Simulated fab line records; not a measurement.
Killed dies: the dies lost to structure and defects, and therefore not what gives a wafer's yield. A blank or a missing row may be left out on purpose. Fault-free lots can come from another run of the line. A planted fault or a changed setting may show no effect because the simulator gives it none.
Tool commonality check || flow gf180mcu || Sampled: 13 lots, 39 wafers

== THE REASON FOR OPENING IT ==
1 of 13 lots carry a flag on the reading LVPWELL_TW at GF_LVPWELL_TW_MEAS_11. Fault-free wafers read 555, with a standard deviation of 7.4.
Rule: a lot is flagged when every wafer of it that has a number lies more than 4 standard deviations from that mean, or none has a number. The rest of the lots are taken to be sound.

{"lot": "L529", "measured": "day 3 22:45", "on": "filmMetro-01", "LVPWELL_TW, wafer by wafer": "567 564 564", "flag": ""}
{"lot": "L531", "measured": "day 4 07:51", "on": "filmMetro-03", "LVPWELL_TW, wafer by wafer": "551 551 551", "flag": ""}
{"lot": "L533", "measured": "day 4 22:53", "on": "filmMetro-03", "LVPWELL_TW, wafer by wafer": "30 30 30", "flag": "FLAGGED"}
{"lot": "L534", "measured": "day 5 02:34", "on": "filmMetro-04", "LVPWELL_TW, wafer by wafer": "564 565 562", "flag": ""}
{"lot": "L541", "measured": "day 6 14:44", "on": "filmMetro-03", "LVPWELL_TW, wafer by wafer": "544 544 545", "flag": ""}
{"lot": "L542", "measured": "day 6 23:49", "on": "filmMetro-01", "LVPWELL_TW, wafer by wafer": "562 565 563", "flag": ""}
{"lot": "L543", "measured": "day 7 04:06", "on": "filmMetro-03", "LVPWELL_TW, wafer by wafer": "550 547 550", "flag": ""}
{"lot": "L545", "measured": "day 7 14:18", "on": "filmMetro-03", "LVPWELL_TW, wafer by wafer": "551 547 552", "flag": ""}
{"lot": "L547", "measured": "day 8 02:36", "on": "filmMetro-01", "LVPWELL_TW, wafer by wafer": "566 566 564", "flag": ""}
{"lot": "L548", "measured": "day 8 07:20", "on": "filmMetro-04", "LVPWELL_TW, wafer by wafer": "564 564 564", "flag": ""}
{"lot": "L549", "measured": "day 8 12:26", "on": "filmMetro-04", "LVPWELL_TW, wafer by wafer": "562 566 561", "flag": ""}
{"lot": "L550", "measured": "day 8 19:23", "on": "filmMetro-03", "LVPWELL_TW, wafer by wafer": "551 554 551", "flag": ""}
{"lot": "L552", "measured": "day 9 06:35", "on": "filmMetro-01", "LVPWELL_TW, wafer by wafer": "562 561 563", "flag": ""}
On average the flagged lots' numbers are 30, which is -525 against the usual, or -71 standard deviations.

== WHICH TOOL RAN EACH LOT ==
The record keeps 1 process step preceding the reading, out of 602 steps on the route. Each cell gives the tool, then ch followed by the chambers the sampled wafers passed through, then the start.
{"lot": "L529", "flag": "", "GF_LVPWELL_EXPOSE_04": "ilineStepper-02 ch 0, day 3 15:52"}
{"lot": "L531", "flag": "", "GF_LVPWELL_EXPOSE_04": "ilineStepper-02 ch 0, day 4 01:11"}
{"lot": "L533", "flag": "FLAGGED", "GF_LVPWELL_EXPOSE_04": "ilineStepper-02 ch 0, day 4 16:13"}
{"lot": "L534", "flag": "", "GF_LVPWELL_EXPOSE_04": "ilineStepper-01 ch 0, day 4 19:30"}
{"lot": "L541", "flag": "", "GF_LVPWELL_EXPOSE_04": "ilineStepper-02 ch 0, day 6 07:01"}
{"lot": "L542", "flag": "", "GF_LVPWELL_EXPOSE_04": "ilineStepper-02 ch 0, day 6 15:56"}
{"lot": "L543", "flag": "", "GF_LVPWELL_EXPOSE_04": "ilineStepper-01 ch 0, day 6 20:09"}
{"lot": "L545", "flag": "", "GF_LVPWELL_EXPOSE_04": "ilineStepper-01 ch 0, day 7 06:21"}
{"lot": "L547", "flag": "", "GF_LVPWELL_EXPOSE_04": "ilineStepper-02 ch 0, day 7 18:36"}
{"lot": "L548", "flag": "", "GF_LVPWELL_EXPOSE_04": "ilineStepper-02 ch 0, day 7 22:37"}
{"lot": "L549", "flag": "", "GF_LVPWELL_EXPOSE_04": "ilineStepper-02 ch 0, day 8 04:04"}
{"lot": "L550", "flag": "", "GF_LVPWELL_EXPOSE_04": "ilineStepper-01 ch 0, day 8 10:44"}
{"lot": "L552", "flag": "", "GF_LVPWELL_EXPOSE_04": "ilineStepper-01 ch 0, day 8 21:38"}
What is done by these steps:
- GF_LVPWELL_EXPOSE_04: exposes mask LVPWELL, target cd 600 nm.
- GF_LVPWELL_TW_MEAS_11

== FLAGGED OVER TOTAL, TOOL BY TOOL (the gauges that took the reading come last) ==
{"step": "GF_LVPWELL_EXPOSE_04", "tool": "ilineStepper-01", "lots run": 5, "flagged": 0, "share of the flagged lots": "none", "sound lots run after its first flagged lot": "-"}
{"step": "GF_LVPWELL_EXPOSE_04", "tool": "ilineStepper-02", "lots run": 8, "flagged": 1, "share of the flagged lots": "all", "sound lots run after its first flagged lot": "5 (L541,L542,L547,L548,L549)"}
{"step": "GF_LVPWELL_TW_MEAS_11", "tool": "filmMetro-01", "lots run": 4, "flagged": 0, "share of the flagged lots": "none", "sound lots run after its first flagged lot": "-"}
{"step": "GF_LVPWELL_TW_MEAS_11", "tool": "filmMetro-03", "lots run": 6, "flagged": 1, "share of the flagged lots": "all", "sound lots run after its first flagged lot": "4 (L541,L543,L545,L550)"}
{"step": "GF_LVPWELL_TW_MEAS_11", "tool": "filmMetro-04", "lots run": 3, "flagged": 0, "share of the flagged lots": "none", "sound lots run after its first flagged lot": "-"}

== WHAT THE TABLE ALLOWS ==
2 rows of the table ran every flagged lot: ilineStepper-02 at GF_LVPWELL_EXPOSE_04, filmMetro-03 at GF_LVPWELL_TW_MEAS_11.
- ilineStepper-02 at GF_LVPWELL_EXPOSE_04 ran 8 lots, 1 of them flagged. Sound lots followed the first flagged one (L541, L542, L547, L548, L549) on it, something a lasting fault affecting the whole tool could not allow.
- filmMetro-03 at GF_LVPWELL_TW_MEAS_11 ran 6 lots, 1 of them flagged. Sound lots followed the first flagged one (L541, L543, L545, L550) on it, something a lasting fault affecting the whole tool could not allow.
None of the table's rows ran every flagged lot and, after the first, no sound lot.

== WHAT THE SIMULATOR HAD PUT IN ==
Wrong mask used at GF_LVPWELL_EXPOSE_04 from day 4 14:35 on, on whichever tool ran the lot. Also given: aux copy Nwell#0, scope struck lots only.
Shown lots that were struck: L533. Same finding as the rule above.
